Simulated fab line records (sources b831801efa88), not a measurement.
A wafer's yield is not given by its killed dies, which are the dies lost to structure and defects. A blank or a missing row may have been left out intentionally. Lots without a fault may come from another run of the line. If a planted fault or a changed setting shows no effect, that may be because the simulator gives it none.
Split-lot experiment    flow sky130    5 lots, 23 wafers read, on a route of 708 steps

THE SPLIT
At SKY_METAL3_SPUTTER_00 (material Ti, target thk 15 nm, time 10 s), the setting power_w was moved away from the recipe's 3000 W on 8 of the 23 wafers read, by -8.8% to +12.0%. This setting was run at the recipe's value on the other wafers.

Reading taken at the split's own step.

THE READING
Ti_of_METAL3_SPUTTER_00.thk_nm (the simulator's own value, which no gauge read), in nm, at SKY_METAL3_SPUTTER_00 (material Ti, target thk 15 nm, time 10 s). The file does not state a usual value for it. Here, 15 wafers ran the recipe; their average is 15.10 nm with a standard deviation of 0.19 nm.

wafer   tool, chamber at the split  power_w as run, W  against the recipe  Ti_of_METAL3_SPUTTER_00.thk_nm, nm  against lot-mates on the recipe
L074.1  pvd_sputter-02, -           3000               recipe              15.11                               -
L074.2  pvd_sputter-02, -           3192               +6.4%               16.07                               +1.07
L074.3  pvd_sputter-02, -           3192               +6.4%               15.82                               +0.82
L074.4  pvd_sputter-02, -           3000               recipe              14.9                                -
L074.6  pvd_sputter-02, -           3000               recipe              14.99                               -
L078.1  pvd_sputter-04, -           3000               recipe              15.25                               -
L078.2  pvd_sputter-04, -           3000               recipe              14.95                               -
L078.4  pvd_sputter-04, -           3000               recipe              15.23                               -
L078.5  pvd_sputter-04, -           3302               +10.1%              16.78                               +1.64
L078.6  pvd_sputter-04, -           3302               +10.1%              16.73                               +1.59
L081.2  pvd_sputter-03, -           3000               recipe              15.47                               -
L081.3  pvd_sputter-03, -           3000               recipe              15.25                               -
L081.6  pvd_sputter-03, -           3000               recipe              15.31                               -
L083.1  pvd_sputter-04, -           2735               -8.8%               13.59                               -1.42
L083.2  pvd_sputter-04, -           2735               -8.8%               13.83                               -1.18
L083.4  pvd_sputter-04, -           3000               recipe              14.83                               -
L083.5  pvd_sputter-04, -           3000               recipe              15.19                               -
L083.6  pvd_sputter-04, -           3000               recipe              15.02                               -
L085.1  pvd_sputter-02, -           3000               recipe              14.77                               -
L085.2  pvd_sputter-02, -           3000               recipe              15.11                               -
L085.3  pvd_sputter-02, -           3359               +12.0%              16.96                               +1.98
L085.4  pvd_sputter-02, -           3000               recipe              15.06                               -
L085.6  pvd_sputter-02, -           3359               +12.0%              16.78                               +1.80

THE FIT
A straight line over all 23 wafers: Ti_of_METAL3_SPUTTER_00.thk_nm changes by +0.153 nm for each +1% of power_w; r = +0.98; the points scatter about the line by 0.18 nm.
The same after taking each lot's own level away (the mean of its wafers on the recipe; 23 wafers): +0.155 nm for each +1%; r = +0.99; scatter 0.13 nm.
On that fit, the largest move of power_w shifts the reading by 1.9 nm.
The span of the lots' own levels, 14.980 to 15.343 nm, comes to 2.0 times the standard deviation stated above.
Consequently the slope shifts little with the lot-to-lot level, the two slopes agreeing.
Check: +1.83 nm against its lot-mates is what the line predicts for one of the wafers moved furthest among these (+12.0%) when that wafer is left out of the fit. It came out at +1.98 nm against them.

ADDITIONAL SPLITS CARRIED BY THESE WAFERS
Note: prior to the reading, these wafers also went through further splits. Each is held against what the fit with the lots' levels taken away leaves over:
other split on the same wafers      wafers away from the commonest value  r with Ti_of_METAL3_SPUTTER_00.thk_nm (lot level and that fit taken away)
SKY_CONTACT_CVD_24 pressure_torr    18                                    +0.02
SKY_METAL1_SPUTTER_04 power_w       8                                     -0.28
SKY_METAL1_EXPOSE_12 dose_mj        10                                    -0.27
SKY_VIA1_HDPCVD_00 time_s           8                                     -0.17
SKY_VIA1_CVD_21 pressure_torr       18                                    -0.06
SKY_METAL2_SPUTTER_03 time_s        4                                     +0.15
SKY_VIA2_CMP_02 leave_above_ref_nm  12                                    +0.01
SKY_VIA2_DEVELOP_11 dev_temp_c      11                                    -0.25

THE FILE'S OWN FIT
Ti_of_METAL3_SPUTTER_00.thk_nm changes by +0.155 nm for each +1% of power_w, r = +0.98.
